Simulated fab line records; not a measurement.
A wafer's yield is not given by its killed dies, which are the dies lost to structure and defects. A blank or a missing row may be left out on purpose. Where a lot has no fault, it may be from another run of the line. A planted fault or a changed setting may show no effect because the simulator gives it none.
The same fault as seen by 2 desks -- flow gf180mcu -- each desk holds nothing but its own numbers, with what lay behind them at the end

AT THE METROLOGY DESK
Lot by lot, what the gauges showed, no matter which tool ran the lot: averages of those sampled wafers that carry a number. Any lot whose mean is over 4 standard deviations away from the usual mean is out of limits and marked OUT; that distance is given in the brackets.
Columns: A = V5_CVD_00_THK at GF_V5_THK_MEAS_01, usual 300.2 nm
lot,first seen here,A
L928,day 26 02:02,303.2
L931,day 27 00:34,299.1
L932,day 27 16:53,300.3
L933,day 27 18:41,304.1
L934,day 28 03:17,302.0
L935,day 28 14:43,299.8
L936,day 29 08:01,299.1
L937,day 29 16:30,301.1
L938,day 29 18:05,298.0
L939,day 30 06:55,292.9
L940,day 30 10:14,300.5
L949,day 32 09:19,302.8
L951,day 32 21:14,301.2
Result from this desk: across the 13 lots, nothing is out of limits.

THE TOOL OWNER'S DESK: pvdSputter-04
At GF_M4_SPUTTER_04 (material TiN, target thk 50 nm, time 41.7 s) the tool's own readings: per lot run on this tool, the mean of the sampled wafers that have a number. Any lot whose mean is over 4 standard deviations away from the usual mean is out of limits and marked OUT; that distance is given in the brackets.
Columns: A = throttleValvePct at GF_M4_SPUTTER_04, usual 29.7 %
lot,first seen here,A
L928,day 22 04:14,30.9
L933,day 24 02:40,30.1
L937,day 26 04:43,31.2
L938,day 26 07:28,29.9
L939,day 26 20:22,30.2
L940,day 27 00:29,30.9
L951,day 29 19:28,30.6
Result from this desk: across the 7 lots, nothing is out of limits.

BROUGHT TOGETHER
The metrology desk saw nothing out of limits.
Nothing out of limits was seen by the tool owner's desk.

WHAT HAD BEEN PUT IN BY THE SIMULATOR
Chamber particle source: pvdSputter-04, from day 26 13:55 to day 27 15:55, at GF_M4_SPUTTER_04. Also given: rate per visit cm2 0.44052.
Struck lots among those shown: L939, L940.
